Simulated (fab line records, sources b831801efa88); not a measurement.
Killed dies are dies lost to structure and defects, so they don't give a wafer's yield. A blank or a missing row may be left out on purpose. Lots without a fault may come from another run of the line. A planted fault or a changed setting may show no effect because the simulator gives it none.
fab line records | flow sky130
record lots=6 wafers=17 last_day=47
route steps=708 shown SONOS_ONO@186 GATE_OXIDE@187 POLY_GATE@204 RES_PROTECT@206 PAD_OPEN@708
lots that met no fault: from a run of the same line without faults
start_h: hours from the record's first day to the start of the lot's first wafer shown | wait_h: hours since the lot's step before | " the same as in the row above | L1.1+2: a row that stands for several wafers | - no value, or no start given | * or withheld: withheld | < > ~ a bound
route shown NAME@n: a module of which the file shows steps, and the number in the route of the first | usual: mean/standard deviation of fault-free wafers | same: alike in all rows | chamber/n: place in a boat | sites: the reading at each site | _std_site: their standard deviation | _edge_site: outer sites' mean less inner sites' | radius_mm: how far each site lies from the wafer's centre | mask NAME#n: copy n | behind: the tool/chamber that last shaped the wafer | hold: why the lot was held/for how many hours/how that ended | device: the transistor (n, p or np) that didn't switch | end of line: the same wafers' tests at the end of the route | a step without rows: its recipe alone | killed: dies lost to structure and defects at the first sort, not the wafer's yield | map: a wafer's dies, x killed, . not, _ none there
set.NAME: the setting as run; set.NAME@STEP: as run at that earlier step | model.NAME: the simulator's own value behind a step, which no gauge read
lots at some steps of the route; a table a step, a row a wafer
services: from which hour (start_h, from the record's first day; less than 0 if before it) a tool's chamber was out of use, for how many hours, and why
## steps
# step SKY_SONOS_ONO_WET_ETCH_18
# recipe chemistry=H3PO4 target_depth_nm=15 target=Si3N4 temp_c=160 time_s=172
# step SKY_GATE_OXIDE_CLEAN_00
# recipe chemistry=SC1/SC2 mix=1:4:20 temp_c=70 time_s=150 dry=n2_spin
# step SKY_GATE_OXIDE_OXIDATION_01
# recipe temp_c=900 ambient=O2 stabilise_s=600 purge_s=300 target_thk_a=102.68 ox_time_s=1473
# step SKY_GATE_OXIDE_THK_MEAS_02
# recipe reads=SiO2_of_GATE_OXIDE_OXIDATION_01
# usual GATE_OXIDE_OXIDATION_00_THK=10.24/0.19
# columns lot.wafer tool chamber start_h wait_h GATE_OXIDE_OXIDATION_00_THK[nm]
L806.3 film_metro-04 - 285.77 0.0 10.37
L806.4 " - " " 10.29
L806.5 " - " " 10.29
L810.2 film_metro-02 - 317.95 0.0 10.07
L810.4 " - " " 9.99
L810.6 " - " " 10.08
L811.1 film_metro-04 - 328.04 0.0 10.17
L811.4 " - " " 10.20
L811.5 " - " " 10.46
L812.1 film_metro-04 - 330.84 0.0 10.15
L812.3 " - " " 10.12
L812.5 " - " " 10.03
L815.2 film_metro-01 - 356.51 0.0 10.52
L815.4 " - " " 10.41
L815.5 " - " " 10.33
L816.3 film_metro-02 - 362.31 0.0 10.31
L816.5 " - " " 10.37
# step SKY_GATE_OXIDE_DEHYDRATE_03
# recipe temp_c=200 time_s=60
# step SKY_GATE_OXIDE_HMDS_04
# recipe prime_time_s=60 prime_temp_c=120
# step SKY_GATE_OXIDE_COAT_05
# recipe resist=NOVOLAK spin_rpm=3000 resist_thk_nm=1140
# step SKY_GATE_OXIDE_SOFTBAKE_06
# recipe temp_c=90 time_s=60 resist=NOVOLAK
# step SKY_GATE_OXIDE_EXPOSE_07
# recipe mask_id=LVOM na=0.6 source_shape=conventional sigma_outer=0.6 polarization=unpolarized target_cd_nm=600 dose_mj=170
# step SKY_GATE_OXIDE_PEB_08
# recipe temp_c=withheld time_s=* resist=NOVOLAK
# step SKY_GATE_OXIDE_DEVELOP_09
# recipe resist=NOVOLAK developer=TMAH develop_time_s=60 dev_temp_c=23
# step SKY_GATE_OXIDE_OVL_MEAS_10
# usual GATE_OXIDE_OVL=-0.2/1.7
# columns lot.wafer tool chamber start_h wait_h GATE_OXIDE_OVL[nm]
L806.3 overlay-01 - 309.33 0.1 -0.2
L806.4 " - " " -0.3
L806.5 " - " " 0.6
L810.2 overlay-02 - 343.88 0.1 2.4
L810.4 " - " " 1.9
L810.6 " - " " 1.0
L811.1 overlay-01 - 354.30 0.1 -0.4
L811.4 " - " " 0.5
L811.5 " - " " -0.2
L812.1 overlay-01 - 357.77 0.1 2.1
L812.3 " - " " 1.2
L812.5 " - " " 2.6
L815.2 overlay-01 - 383.80 0.1 0.8
L815.4 " - " " 1.3
L815.5 " - " " 1.3
L816.3 overlay-02 - 390.13 0.1 -0.5
L816.5 " - " " 0.5
# step SKY_GATE_OXIDE_IMPLANT_11
# recipe species=B energy_kev=10 dose_cm2=2.6e+12 tilt_deg=withheld
# columns lot.wafer tool chamber start_h wait_h
L806.3+4+5 implanter-02 0 309.40 0.1
L810.2+4+6 implanter-02 0 343.93 0.0
L811.1+4+5 implanter-01 0 354.33 0.0
L812.1+3+5 implanter-04 0 357.81 0.0
L815.2+4+5 implanter-04 0 383.86 0.0
L816.3+5 implanter-04 0 390.20 0.1
# step SKY_GATE_OXIDE_WET_ETCH_12
# recipe chemistry=dHF target_depth_nm=16.8 dry=n2_spin target=SiO2 dilution=100:1 temp_c=25 time_s=336
# step SKY_GATE_OXIDE_STRIP_13
# recipe chemistry=O2/N2 power_w=1400 pressure_mtorr=1500 platen_temp_c=withheld o2_flow_sccm=3000 n2_flow_sccm=300 overash_fraction=0.5
# usual drypump_motor_current_A=5.7/0.52 oes_product_au=0.715/0.0046 strip_time_to_endpoint_s=14.19/0.039
# columns lot.wafer tool chamber start_h wait_h drypump_motor_current_A oes_product_au rf_hours_counter_h strip_time_to_endpoint_s
L806.3 plasma_asher-02 1 309.64 0.0 5.5 0.717 - 14.19
L806.4 " 0 " " 6.1 0.711 - 14.18
L806.5 " 0 " " 6.1 0.712 - 14.16
L810.2 plasma_asher-01 1 344.16 0.0 5.0 0.711 60 14.24
L810.4 " 1 " " 5.0 0.716 - 14.22
L810.6 " 0 " " 6.4 0.710 - 14.20
L811.1 plasma_asher-01 1 354.59 0.0 5.0 0.713 61 14.12
L811.4 " 1 " " 5.0 0.716 - 14.13
L811.5 " 1 " " 5.0 0.711 - 14.14
L812.1 plasma_asher-04 1 358.07 0.0 5.3 0.711 69 14.13
L812.3 " 0 " " 6.1 0.719 - 14.13
L812.5 " 1 " " 5.2 0.716 - 14.15
L815.2 plasma_asher-02 1 384.09 0.0 5.5 0.711 56 14.15
L815.4 " 0 " " 6.1 0.709 - 14.16
L815.5 " 0 " " 6.1 0.718 - 14.17
L816.3 plasma_asher-04 1 390.44 0.0 5.2 0.712 - 14.16
L816.5 " 1 " " 5.2 0.711 - 14.16
# step SKY_GATE_OXIDE_TW_MEAS_14
# usual GATE_OXIDE_TW=226.9/1.3
# columns lot.wafer tool chamber start_h wait_h GATE_OXIDE_TW
L806.3 film_metro-04 - 309.72 0.1 226.5
L806.4 " - " " 227.5
L806.5 " - " " 225.5
L810.2 film_metro-02 - 344.27 0.1 223.9
L810.4 " - " " 225.3
L810.6 " - " " 225.1
L811.1 film_metro-01 - 354.69 0.1 225.7
L811.4 " - " " 225.3
L811.5 " - " " 226.4
L812.1 film_metro-04 - 358.17 0.1 229.4
L812.3 " - " " 227.7
L812.5 " - " " 229.4
L815.2 film_metro-02 - 384.20 0.1 227.4
L815.4 " - " " 224.5
L815.5 " - " " 224.6
L816.3 film_metro-01 - 390.52 0.1 226.3
L816.5 " - " " 226.5
# step SKY_GATE_OXIDE_CLEAN_15
# recipe chemistry=SC1/SC2 mix=1:4:20 temp_c=70 time_s=150 dry=n2_spin
# step SKY_GATE_OXIDE_OXIDATION_16
# recipe temp_c=800 ambient=O2 idle_temp_c=700 ramp_up_c_per_min=10 ramp_down_c_per_min=3 stabilise_s=600 purge_s=300 target_thk_a=35.7 ox_time_s=1915
# step SKY_POLY_GATE_CVD_00
# recipe material=poly-Si target_thk_nm=180 temp_c=620 time_s=720 pressure_mtorr=200
# step SKY_POLY_GATE_THK_MEAS_01
# recipe reads=poly-Si_of_POLY_GATE_CVD_00
# usual POLY_GATE_CVD_00_THK=179.7/1.6
# columns lot.wafer tool chamber start_h wait_h POLY_GATE_CVD_00_THK[nm]
L806.3 film_metro-04 - 313.68 0.0 181.2
L806.4 " - " " 180.0
L806.5 " - " " 183.1
L810.2 film_metro-03 - 347.69 0.0 180.1
L810.4 " - " " 182.1
L810.6 " - " " 180.9
L811.1 film_metro-03 - 358.48 0.0 177.6
L811.4 " - " " 176.9
L811.5 " - " " 176.7
L812.1 film_metro-03 - 361.40 0.0 179.8
L812.3 " - " " 179.8
L812.5 " - " " 177.8
L815.2 film_metro-02 - 387.65 0.0 178.7
L815.4 " - " " 176.4
L815.5 " - " " 177.4
L816.3 film_metro-04 - 393.89 0.0 179.5
L816.5 " - " " 177.9
# step SKY_RES_PROTECT_DEHYDRATE_00
# recipe temp_c=200 time_s=60
# step SKY_RES_PROTECT_HMDS_01
# recipe prime_time_s=60 prime_temp_c=120
# step SKY_RES_PROTECT_COAT_02
# recipe resist=NOVOLAK spin_rpm=3000 resist_thk_nm=1140
# step SKY_RES_PROTECT_SOFTBAKE_03
# recipe temp_c=90 time_s=60 resist=NOVOLAK
# step SKY_RES_PROTECT_EXPOSE_04
# recipe mask_id=RPM na=0.6 source_shape=conventional sigma_outer=0.6 polarization=unpolarized target_cd_nm=1270 dose_mj=131
# step SKY_RES_PROTECT_PEB_05
# recipe temp_c=withheld time_s=* resist=NOVOLAK
# step SKY_RES_PROTECT_DEVELOP_06
# recipe resist=NOVOLAK developer=TMAH develop_time_s=60 dev_temp_c=23
# step SKY_POLY_GATE_IMPLANT_02
# recipe species=P energy_kev=30 dose_cm2=7.7e+15 tilt_deg=0
# step SKY_RES_PROTECT_STRIP_07
# recipe chemistry=O2/N2 power_w=1400 pressure_mtorr=1500 platen_temp_c=withheld o2_flow_sccm=3000 n2_flow_sccm=300 overash_fraction=0.5
# usual drypump_motor_current_A=5.7/0.56 oes_product_au=0.518/0.0047 strip_time_to_endpoint_s=23.30/0.045
# columns lot.wafer tool chamber start_h wait_h drypump_motor_current_A oes_product_au rf_hours_counter_h strip_time_to_endpoint_s
L806.3 plasma_asher-01 1 338.95 0.1 5.0 0.520 - 23.25
L806.4 " 0 " " 6.4 0.519 - 23.29
L806.5 " 0 " " 6.4 0.517 - 23.25
L810.2 plasma_asher-04 0 374.98 0.1 6.2 0.520 71 23.32
L810.4 " 1 " " 5.1 0.521 - 23.27
L810.6 " 0 " " 6.2 0.518 - 23.25
L811.1 plasma_asher-03 1 386.73 0.1 5.7 0.515 27 23.21
L811.4 " 0 " " 5.8 0.520 - 23.26
L811.5 " 1 " " 5.7 0.517 - 23.21
L812.1 plasma_asher-04 1 389.18 0.1 5.2 0.516 72 23.25
L812.3 " 0 " " 6.1 0.516 - 23.26
L812.5 " 0 " " 6.1 0.525 - 23.20
L815.2 plasma_asher-04 1 417.48 0.1 5.2 0.518 75 23.33
L815.4 " 1 " " 5.2 0.506 - 23.31
L815.5 " 0 " " 6.1 0.521 - 23.30
L816.3 plasma_asher-01 1 423.70 0.1 5.0 0.506 - 23.25
L816.5 " 1 " " 5.0 0.522 - 23.26
# step SKY_RES_PROTECT_TW_MEAS_08
# usual POLY_GATE_TW=4065/33
# columns lot.wafer tool chamber start_h wait_h POLY_GATE_TW
L806.3 film_metro-04 - 339.04 0.1 4130
L806.4 " - " " 4142
L806.5 " - " " 4135
L810.2 film_metro-03 - 375.13 0.1 4052
L810.4 " - " " 4057
L810.6 " - " " 4037
L811.1 film_metro-03 - 386.83 0.1 4052
L811.4 " - " " 4061
L811.5 " - " " 4049
L812.1 film_metro-03 - 389.28 0.1 4032
L812.3 " - " " 4034
L812.5 " - " " 4038
L815.2 film_metro-03 - 417.59 0.1 4044
L815.4 " - " " 4048
L815.5 " - " " 4048
L816.3 film_metro-04 - 423.79 0.1 4082
L816.5 " - " " 4079
# step SKY_RES_PROTECT_CLEAN_09
# recipe chemistry=SC1/SC2 mix=1:4:20 temp_c=70 time_s=150 dry=n2_spin
# step SKY_POLY_GATE_CVD_03
# recipe material=Si3N4 precursor=DCS/NH3 target_thk_nm=75 temp_c=770 time_s=1290 pressure_mtorr=250
# step SKY_POLY_GATE_THK_MEAS_04
# recipe reads=Si3N4_of_POLY_GATE_CVD_03
# usual POLY_GATE_CVD_03_THK=74.9/0.65
# columns lot.wafer tool chamber start_h wait_h POLY_GATE_CVD_03_THK[nm]
L806.3 film_metro-02 - 341.00 0.0 75.7
L806.4 " - " " 75.8
L806.5 " - " " 76.7
L810.2 film_metro-02 - 379.35 0.0 75.1
L810.4 " - " " 74.3
L810.6 " - " " 74.8
L811.1 film_metro-03 - 388.79 0.0 76.3
L811.4 " - " " 75.8
L811.5 " - " " 76.6
L812.1 film_metro-02 - 391.93 0.0 76.1
L812.3 " - " " 75.2
L812.5 " - " " 75.8
L815.2 film_metro-04 - 420.53 0.0 74.7
L815.4 " - " " 74.6
L815.5 " - " " 74.4
L816.3 film_metro-02 - 428.53 0.0 75.5
L816.5 " - " " 75.8
# step SKY_POLY_GATE_DEHYDRATE_05
# recipe temp_c=200 time_s=60
# step SKY_POLY_GATE_HMDS_06
# recipe prime_time_s=60 prime_temp_c=120
# step SKY_POLY_GATE_COAT_07
# recipe resist=BARC temp_c=withheld time_s=withheld spin_rpm=3000 resist_thk_nm=110
# step SKY_POLY_GATE_COAT_08
# recipe resist=KrF-thick spin_rpm=3000 resist_thk_nm=450
# step SKY_POLY_GATE_SOFTBAKE_09
# recipe temp_c=100 time_s=90 resist=KrF-thick
# step SKY_POLY_GATE_EXPOSE_10
# recipe mask_id=P1M na=0.68 source_shape=conventional sigma_outer=0.6 target_cd_nm=150 dose_mj=28
# step SKY_POLY_GATE_PEB_11
# recipe peb_temp_c=withheld peb_time_s=withheld resist=KrF-thick
# step SKY_POLY_GATE_DEVELOP_12
# recipe develop_time_s=60 resist=KrF-thick dev_temp_c=21
# step SKY_POLY_GATE_CD_MEAS_13
# recipe target_cd_nm=150
# usual cd_nm=150.1/1.4
# columns lot.wafer tool chamber start_h wait_h cd_nm
L806.3 cd_sem-02 - 367.97 - 149.7
L806.4 " - " " 150.3
L806.5 " - " " 149.5
L810.2 cd_sem-01 - 408.04 - 150.1
L810.4 " - " " 149.0
L810.6 " - " " 151.1
L811.1 cd_sem-01 - 418.85 - 148.9
L811.4 " - " " 150.2
L811.5 " - " " 147.6
L812.1 cd_sem-01 - 421.98 - 149.0
L812.3 " - " " 149.3
L812.5 " - " " 148.8
L815.2 cd_sem-01 - 451.37 - 150.2
L815.4 " - " " 149.1
L815.5 " - " " 149.6
L816.3 cd_sem-01 - 459.36 - 149.7
L816.5 " - " " 150.8
# step SKY_PAD_OPEN_PROBE_99
# usual killed_at_M0_to_M3=42/7.4 killed_at_M4_up=3.4/1.8 killed_at_contacts=25/5.4 killed_at_front_end=15/4.4 killed_at_other=0.2/0.52 killed_dies=86/9.3 killed_open=47/7.6 killed_short=39/6.5
# same gross_dies=492 killed_at_back_side=0
# columns lot.wafer tool chamber start_h wait_h killed_at_M0_to_M3 killed_at_M4_up killed_at_contacts killed_at_front_end killed_at_other killed_dies killed_open killed_short model.etest.nfet_01v8.drive_ua_um_range model.etest.pfet_01v8.drive_ua_um_range model.etest.pfet_01v8_lvt.vt_v_range model.etest.pfet_01v8.vt_v_range model.etest.nfet_01v8.vt_v_range
L806.3 prober-02 - 1076.26 0.2 42 3 31 14 0 90 44 46 12.87 8.915 0.01769 0.01753 0.005344
L806.4 prober-02 - 1076.31 0.2 36 3 27 8 1 75 39 36 7.858 8.593 0.01051 0.01385 0.01163
L806.5 prober-02 - 1076.36 0.2 39 1 25 16 1 82 44 38 16.44 7.383 0.02232 0.01519 0.007251
L810.2 prober-02 - 1101.85 0.1 47 0 27 15 0 89 55 34 10.96 6.131 0.01417 0.008572 0.006592
L810.4 prober-02 - 1101.95 0.2 54 5 25 14 0 98 51 47 8.261 5.366 0.01202 0.008858 0.007824
L810.6 prober-02 - 1102.05 0.2 56 4 19 13 0 92 47 45 12.29 5.609 0.01867 0.009414 0.01168
L811.1 prober-01 - 1112.12 0.1 37 2 26 28 0 93 45 48 12.62 5.604 0.01395 0.01575 0.007819
L811.4 prober-01 - 1112.27 0.2 40 6 26 15 0 87 49 38 8.001 4.964 0.009084 0.01287 0.01233
L811.5 prober-01 - 1112.32 0.2 43 5 17 18 1 84 48 36 7.734 5.736 0.01173 0.007603 0.006172
L812.1 prober-02 - 1113.62 0.1 39 4 20 8 0 71 35 36 6.37 5.773 0.01514 0.01442 0.01217
L812.3 prober-02 - 1113.72 0.2 43 2 15 20 0 80 46 34 8.079 9.596 0.01528 0.0219 0.01421
L812.5 prober-02 - 1113.82 0.2 39 3 30 16 0 88 49 39 7.975 8.109 0.01539 0.01285 0.01161
L815.2 prober-01 - 1132.90 0.1 38 3 24 12 0 77 39 38 9.403 7.213 0.02349 0.009579 0.01214
L815.4 prober-01 - 1133.00 0.2 36 6 29 8 1 80 52 28 18.26 13.36 0.1543 0.05249 0.02549
L815.5 prober-01 - 1133.05 0.2 36 1 38 18 0 93 68 25 21.33 12.22 0.1648 0.0557 0.02237
L816.3 prober-02 - 1138.31 0.2 61 5 19 16 0 101 61 40 13.92 9.748 0.01437 0.01877 0.0137
L816.5 prober-02 - 1138.41 0.2 60 5 24 17 0 106 59 47 20.34 13.16 0.1505 0.06456 0.02345
# killed by level:class
L806.3 CONTACT:geometric_particle:open=12 METAL1:geometric_particle:short=9 LI_CONTACT:geometric_particle:open=9 FIELD_ISO:geometric_particle:short=7 VIA1:geometric_particle:short=6 VIA1:geometric_particle:open=6 VIA2:geometric_particle:open=6 METAL2:geometric_particle:short=5
L806.4 VIA1:geometric_particle:open=12 CONTACT:geometric_particle:open=10 CONTACT:geometric_particle:short=10 METAL2:geometric_particle:short=4 VIA2:geometric_particle:open=4 VIA3:geometric_particle:open=4 POLY_GATE:geometric_particle:short=3 LI_CONTACT:geometric_particle:open=3
L806.5 CONTACT:geometric_particle:open=12 VIA1:geometric_particle:open=8 VIA3:geometric_particle:open=6 VIA2:geometric_particle:open=5 FIELD_ISO:geometric_particle:open=4 CONTACT:geometric_particle:short=4 LOCAL_INTERCONNECT:geometric_particle:short=4 POLY_GATE:geometric_particle:short=4
L810.2 VIA1:geometric_particle:open=15 LI_CONTACT:geometric_particle:open=8 LOCAL_INTERCONNECT:geometric_particle:short=7 CONTACT:geometric_particle:open=6 VIA3:geometric_particle:open=6 FIELD_ISO:geometric_particle:open=5 VIA1:geometric_particle:short=5 METAL1:geometric_particle:open=4
L810.4 LI_CONTACT:geometric_particle:open=11 VIA1:geometric_particle:short=9 VIA1:geometric_particle:open=9 VIA3:geometric_particle:open=7 METAL1:geometric_particle:short=7 CONTACT:geometric_particle:open=6 VIA2:geometric_particle:open=6 FIELD_ISO:geometric_particle:short=5
L810.6 METAL1:geometric_particle:short=14 VIA2:geometric_particle:open=7 METAL2:geometric_particle:short=7 VIA3:geometric_particle:open=7 LI_CONTACT:geometric_particle:open=6 VIA1:geometric_particle:open=6 FIELD_ISO:geometric_particle:open=5 CONTACT:geometric_particle:open=5
L811.1 VIA1:geometric_particle:open=11 LI_CONTACT:geometric_particle:open=9 FIELD_ISO:geometric_particle:short=6 POLY_GATE:geometric_particle:short=6 METAL1:geometric_particle:short=6 LI_CONTACT:geometric_particle:short=5 CONTACT:geometric_particle:open=5 VIA2:geometric_particle:short=5
L811.4 VIA1:geometric_particle:open=11 VIA3:geometric_particle:open=9 CONTACT:geometric_particle:open=8 CONTACT:geometric_particle:short=6 METAL2:geometric_particle:short=6 POLY_GATE:geometric_particle:open=5 LOCAL_INTERCONNECT:geometric_particle:short=5 LI_CONTACT:geometric_particle:open=4
L811.5 VIA1:geometric_particle:open=11 VIA1:geometric_particle:short=6 LI_CONTACT:geometric_particle:open=6 VIA2:geometric_particle:open=6 POLY_GATE:geometric_particle:short=5 POLY_GATE:geometric_particle:open=5 CONTACT:geometric_particle:open=5 VIA3:geometric_particle:open=5
L812.1 VIA3:geometric_particle:open=7 LI_CONTACT:geometric_particle:open=6 VIA1:geometric_particle:open=6 CONTACT:geometric_particle:open=5 METAL2:geometric_particle:short=4 CONTACT:geometric_particle:short=4 VIA2:geometric_particle:short=4 VIA3:geometric_particle:short=4
L812.3 VIA1:geometric_particle:open=11 VIA2:geometric_particle:open=9 FIELD_ISO:geometric_particle:short=8 FIELD_ISO:geometric_particle:open=6 CONTACT:geometric_particle:open=6 LI_CONTACT:geometric_particle:open=5 VIA1:geometric_particle:short=5 VIA3:geometric_particle:open=5
L812.5 LI_CONTACT:geometric_particle:open=10 VIA2:geometric_particle:open=9 VIA1:geometric_particle:short=8 VIA3:geometric_particle:open=6 CONTACT:geometric_particle:open=6 LOCAL_INTERCONNECT:geometric_particle:short=5 VIA1:geometric_particle:open=5 POLY_GATE:geometric_particle:open=4
L815.2 CONTACT:geometric_particle:open=9 LI_CONTACT:geometric_particle:open=7 METAL1:geometric_particle:short=7 VIA1:geometric_particle:open=6 METAL2:geometric_particle:short=5 VIA1:geometric_particle:short=4 VIA3:geometric_particle:open=4 FIELD_ISO:geometric_particle:short=3
L815.4 CONTACT:geometric_particle:open=9 LI_CONTACT:geometric_particle:open=8 VIA3:geometric_particle:open=8 VIA1:geometric_particle:open=7 CONTACT:geometric_particle:short=6 VIA2:geometric_particle:open=5 METAL1:geometric_particle:short=5 POLY_GATE:geometric_particle:open=3
L815.5 LI_CONTACT:geometric_particle:open=17 CONTACT:geometric_particle:open=13 VIA1:geometric_particle:open=10 VIA3:geometric_particle:open=8 FIELD_ISO:geometric_particle:short=6 FIELD_ISO:geometric_particle:open=4 LOCAL_INTERCONNECT:geometric_particle:short=4 POLY_GATE:geometric_particle:open=3
L816.3 VIA1:geometric_particle:open=16 VIA3:geometric_particle:open=11 VIA2:geometric_particle:open=10 VIA1:geometric_particle:short=6 METAL2:geometric_particle:short=6 LI_CONTACT:geometric_particle:open=5 METAL4:geometric_particle:short=5 POLY_GATE:geometric_particle:open=4
L816.5 VIA2:geometric_particle:open=14 CONTACT:geometric_particle:open=10 LI_CONTACT:geometric_particle:open=9 VIA1:geometric_particle:open=9 VIA3:geometric_particle:open=9 VIA1:geometric_particle:short=7 METAL1:geometric_particle:short=6 FIELD_ISO:geometric_particle:short=5
## services
# columns tool chamber start_h hours kind
plasma_asher-02 - 293.43 8.1 repair
implanter-01 - 295.87 6.3 repair
implanter-02 - 312.83 3.0 repair
plasma_asher-02 - 347.59 2.8 pm
implanter-01 - 355.08 3.9 repair
implanter-01 - 377.12 2.4 repair
implanter-02 - 378.02 13.4 pm
implanter-02 - 400.52 1.9 repair
plasma_asher-03 - 411.66 0.6 repair
plasma_asher-04 - 421.25 9.0 pm
plasma_asher-04 0 421.25 9.0 vent_cycle
plasma_asher-04 1 421.25 9.0 vent_cycle
## key
first_sign none at tools or gauges
model_effect step=SKY_PAD_OPEN_PROBE_99 value=etest.nfet_01v8.drive_ua_um_range without=10.56 struck=19.98
met_at SKY_GATE_OXIDE_IMPLANT_11
struck_wafers L815.4,L815.5,L816.5
tester_left_out L815,L816
onset_between 357.81 383.86
fault kind=process_parameter_drift tool=implanter-04 chamber=- onset_h=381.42 steps=SKY_GATE_OXIDE_IMPLANT_11 channel=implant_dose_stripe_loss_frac offset=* shape=step end_h=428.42 scope=struck_wafers_only
# tester_left_out: of these lots the tester's yield and bins aren't shown, on N5 and GAA mostly nor the transistor test; their killed dies are dies lost to structure and defects alone, not to doping, threshold or leakage, so they don't give the yield
